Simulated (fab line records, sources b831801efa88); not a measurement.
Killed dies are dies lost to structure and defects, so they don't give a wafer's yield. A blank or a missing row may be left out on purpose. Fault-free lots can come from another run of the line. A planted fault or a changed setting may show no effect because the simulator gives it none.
Comparing a struck lot with a sound one || flow sky130 || 32 steps out of a route of 708
Sound: these wafers, L795.3, L795.4, L795.6. The struck wafers were L803.3, L803.4, L803.6. At the end, the cause is stated.
For every step that has rows: the tool of each side, followed by ch and its chambers, followed by its first start. Under that, the readings that differ: sound wafers || struck wafers || difference of the means || sigmas: that difference in standard deviations of wafers without a fault.
alike: readings whose means differ by less than 2 such deviations, and words and numbers that are the same on both sides. not compared: withheld readings, readings that some wafer has no value for, bounds like >300 that may hide the same value, and numbers for which the record gives no deviation and whose values overlap.
A row with sigmas, a row that says differs or no value, or rows on one side alone: a step with any of these is where the two part. When numbers do not overlap yet have no deviation, they are printed without sigmas and do not part them. A reading that every wafer of one side lacks parts them only if that side has two wafers or more.

SKY_PWDE_OVL_MEAS_07:
  sound: overlay-02 at day 5 05:43; struck: overlay-01 at day 7 03:01
  alike: PWDE_OVL
following that, these wafers have no rows for 1 step: SKY_PWDE_IMPLANT_08.
SKY_PWDE_STRIP_09: strips in O2/N2.
  sound on plasma-asher-01 ch 0,1, day 5 05:55; struck on plasma-asher-04 ch 0,1, day 7 03:13
  alike: drypump-motor-current-A, oes-product-au, strip-time-to-endpoint-s
  not compared: rf-hours-counter-h
SKY_PWDE_TW_MEAS_10:
  sound: film-metro-03 at day 5 06:00; struck: film-metro-01 at day 7 03:19
  alike: PWDE_TW
then, 7 steps without rows for these wafers: SKY_NWELL_DEHYDRATE_03 (time 60 s); SKY_NWELL_HMDS_04 (prime time 60 s); SKY_NWELL_COAT_05 (resist thk 3000 nm); SKY_NWELL_SOFTBAKE_06; SKY_NWELL_EXPOSE_07 (exposes mask NWM, target cd 840 nm); SKY_NWELL_PEB_08; SKY_NWELL_DEVELOP_09 (develop time 60 s).
SKY_NWELL_OVL_MEAS_10:
  sound: overlay-01 at day 6 00:16; struck: overlay-02 at day 7 23:43
  alike: NWELL_00_OVL
SKY_NWELL_IMPLANT_11:
  sound on implanter-04 ch 0, day 6 00:20; struck on implanter-04 ch 0, day 7 23:47
{"reading": "beam-energy-keV", "sound": "400.00 400.00 399.92", "struck": "320.10 320.02 319.87", "difference": -79.98, "sigmas": "-99 or more"}
{"reading": "model.implant.rp-nm (nm)", "sound": "493 493 493", "struck": "398.8 398.8 398.8", "difference": -94.2, "sigmas": ""}
{"reading": "model.implant.drp-nm (nm)", "sound": "116.9 116.9 116.9", "struck": "104.7 104.7 104.7", "difference": -12.2, "sigmas": ""}
then, 2 steps without rows for these wafers: SKY_NWELL_IMPLANT_12; SKY_NWELL_IMPLANT_13.
SKY_NWELL_STRIP_14: strips in O2/N2.
  sound on plasma-asher-03 ch 0,1, day 6 00:46; struck on plasma-asher-01 ch 0,1, day 8 00:13
  alike: drypump-motor-current-A, oes-product-au, strip-time-to-endpoint-s
  not compared: rf-hours-counter-h
SKY_NWELL_TW_MEAS_15:
  sound: film-metro-03 at day 6 00:51; struck: film-metro-01 at day 8 00:18
  alike: NWELL_TW
then, 7 steps without rows for these wafers: SKY_NWELL_DEHYDRATE_16 (time 60 s); SKY_NWELL_HMDS_17 (prime time 60 s); SKY_NWELL_COAT_18 (resist thk 3000 nm); SKY_NWELL_SOFTBAKE_19; SKY_NWELL_EXPOSE_20 (exposes mask NWM COMPLEMENT, target cd 840 nm); SKY_NWELL_PEB_21; SKY_NWELL_DEVELOP_22 (develop time 60 s).
SKY_NWELL_OVL_MEAS_23:
  sound: overlay-02 at day 6 19:28; struck: overlay-02 at day 8 21:55
  alike: NWELL_01_OVL
following that, these wafers have no rows for 1 step: SKY_NWELL_IMPLANT_24.
SKY_NWELL_STRIP_25: strips in O2/N2.
  sound on plasma-asher-03 ch 0,1, day 6 19:40; struck on plasma-asher-03 ch 0,1, day 8 22:07
  alike: drypump-motor-current-A, oes-product-au, strip-time-to-endpoint-s
  not compared: rf-hours-counter-h
SKY_NWELL_TW_MEAS_26:
  sound: film-metro-03 at day 6 19:45; struck: film-metro-01 at day 8 22:13
{"reading": "NWELL_2_TW", "sound": "487 489 487", "struck": "498 496 495", "difference": "+9", "sigmas": "+3"}
then, 1 step without rows for these wafers: SKY_NWELL_CLEAN_27 (cleans in SC1/SC2, time 150 s).
SKY_NWELL_RTA_28: time 30 s.
  sound on rtp-anneal-01 ch 0, day 6 19:55; struck on rtp-anneal-02 ch 0, day 8 22:20
  alike: anneal-temp-c-max, lamp-power-pct, wafer_temp_C_max
SKY_NWELL_RS_MEAS_29: measures by four-point-probe.
  sound: film-metro-03 at day 6 20:02; struck: film-metro-03 at day 8 22:26
{"reading": "NWELL_RS (ohm/sq)", "sound": "627.5 626.5 626.4", "struck": "661.2 659.7 660.6", "difference": "+33.7", "sigmas": "+26"}
-- the record jumps here: 42 days lie between the struck wafers' starts before and after (it left off in module NWELL and takes up again in module PAD_OPEN, whose first step shown is number 708 of the route) --
SKY_PAD_OPEN_PROBE_99:
  sound: prober-02 at day 49 05:19; struck: prober-02 at day 50 23:52
{"reading": "model.etest.pfet_16v.r-on-ohm-um", "sound": "1.589e+04 1.552e+04 1.568e+04", "struck": "1.637e+04 1.629e+04 1.62e+04", "difference": "+5.900e+02", "sigmas": ""}
{"reading": "model.etest.res-nwell.line-ohm-um", "sound": "1120 1113 1129", "struck": "2209 2113 2120", "difference": "+1027", "sigmas": ""}
{"reading": "model.etest.res-nwell.rs-ohm-sq", "sound": "974.9 942.7 966.6", "struck": "1706 1652 1633", "difference": "+702", "sigmas": ""}
{"reading": "model.etest.nfet_16v.r-on-ohm-um", "sound": "1.428e+04 1.422e+04 1.424e+04", "struck": "1.485e+04 1.475e+04 1.459e+04", "difference": "+4.833e+02", "sigmas": ""}
{"reading": "model.etest.pfet-g5v0d10v5.r-on-ohm-um", "sound": "4828 4867 4845", "struck": "5036 5107 5005", "difference": "+203", "sigmas": ""}
{"reading": "model.etest.tip_p_5v.rs-ohm-sq", "sound": "2857 2867 2864", "struck": "3130 3134 3141", "difference": "+272", "sigmas": ""}
{"reading": "model.etest.tip-p.rs-ohm-sq", "sound": "6930 6980 6960", "struck": "7106 7149 7112", "difference": "+166", "sigmas": ""}
{"reading": "model.etest.res-nwell.width-nm (nm)", "sound": "853.4 853.6 856.8", "struck": "775.5 777.2 780.9", "difference": -76.7, "sigmas": ""}
  alike: killed_at_M0_to_M3, killed_at_M4_up, killed-at-contacts, killed-at-front-end, killed-at-other, killed-dies, killed-open, killed-short

== WHERE THEY PART ==
First at SKY_NWELL_IMPLANT_11; last, within this record, at SKY_NWELL_RS_MEAS_29. Later steps at which nothing parts them and some readings are alike: SKY_PAD_OPEN_PROBE_99.

WHY: what the simulator had put in
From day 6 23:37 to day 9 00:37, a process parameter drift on implanter-04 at SKY_NWELL_IMPLANT_11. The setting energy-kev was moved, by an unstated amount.
